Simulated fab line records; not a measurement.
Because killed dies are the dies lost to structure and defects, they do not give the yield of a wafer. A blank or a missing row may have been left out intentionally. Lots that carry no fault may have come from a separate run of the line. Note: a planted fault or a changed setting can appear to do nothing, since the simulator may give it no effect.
A single fault, viewed from 2 desks :: flow gf180mcu :: what lay behind the numbers comes last; until then each desk has only its own

== AT THE TOOL OWNER'S DESK: litho-track-04 ==
The tool's own readings at GF_HV_LDD_DEVELOP_06 (develop time 60 s): means of the sampled wafers that have a number, for each lot that ran on this tool. A lot is out of limits, marked OUT, if its mean lies more than 4 standard deviations from the usual mean; the brackets give that distance.
Columns: A = developer-temp-C at GF_HV_LDD_DEVELOP_06, usual 22.99 C
lot: L891
first seen here: day 10 00:02
A: 22.86

lot: L892
first seen here: day 10 06:56
A: 22.98

lot: L893
first seen here: day 10 15:29
A: 22.98

lot: L897
first seen here: day 11 17:31
A: 23.03

lot: L907
first seen here: day 14 19:59
A: 22.96

lot: L911
first seen here: day 16 03:58
A: 20.67 (-21) OUT

lot: L912
first seen here: day 16 10:05
A: 20.70 (-21) OUT
Finding of this desk: L911, L912 out of limits; the first was L911 at day 16 03:58, on developer-temp-C at GF_HV_LDD_DEVELOP_06. L891, L892, L893, L897, L907: within limits.

== METROLOGY DESK ==
Lot by lot, what the gauges showed, no matter which tool ran the lot: averages of those sampled wafers that carry a number. A lot is out of limits, marked OUT, if its mean lies more than 4 standard deviations from the usual mean; the brackets give that distance.
Columns: A = VT_IMPLANT_01_OVL at GF_VT_IMPLANT_OVL_MEAS_18, usual -0.3 nm; B = cd-nm at GF_HV_LDD_CD_MEAS_07, usual 400.0 nm
lot: L891
first seen here: day 6 05:53
A: -0.9
B: 398.2

lot: L892
first seen here: day 6 12:50
A: 2.5
B: 399.9

lot: L893
first seen here: day 6 19:51
A: -2.5
B: 401.7

lot: L894
first seen here: day 6 22:20
A: -0.2
B: 400.7

lot: L895
first seen here: day 7 08:56
A: -0.7
B: 399.2

lot: L897
first seen here: day 7 17:59
A: -0.8
B: 398.8

lot: L899
first seen here: day 8 10:50
A: -2.1
B: 399.8

lot: L902
first seen here: day 9 04:34
A: -2.2
B: 398.3

lot: L907
first seen here: day 10 11:14
A: -1.5
B: 399.7

lot: L911
first seen here: day 11 13:23
A: 0.6
B: 408.0

lot: L912
first seen here: day 11 19:58
A: -0.4
B: 411.5 (+4.6) OUT

lot: L913
first seen here: day 12 07:25
A: -1.6
B: 399.6
Finding of this desk: L912 out of limits; the first was L912 at day 16 10:14, on cd-nm at GF_HV_LDD_CD_MEAS_07. L891, L892, L893, L894, L895, L897, L899, L902, L907, L911, L913: within limits.

== ALL TOGETHER ==
The tool owner's desk could have raised an alarm at day 16 03:58, on L911, L912.
On L912, the metrology desk was in a position to raise an alarm at day 16 10:14.
The metrology desk holds a record of L911, inside its limits.
The lots listed all ran GF_HV_LDD_DEVELOP_06 on litho-track-04.

== WHAT THE SIMULATOR PUT IN ==
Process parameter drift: litho-track-04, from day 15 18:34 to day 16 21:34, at GF_HV_LDD_DEVELOP_06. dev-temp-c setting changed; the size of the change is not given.
Struck lots among those shown: L911, L912.
Fault start to first reading out of limits, in hours, per desk: tool owner, 9; metrology, 16.
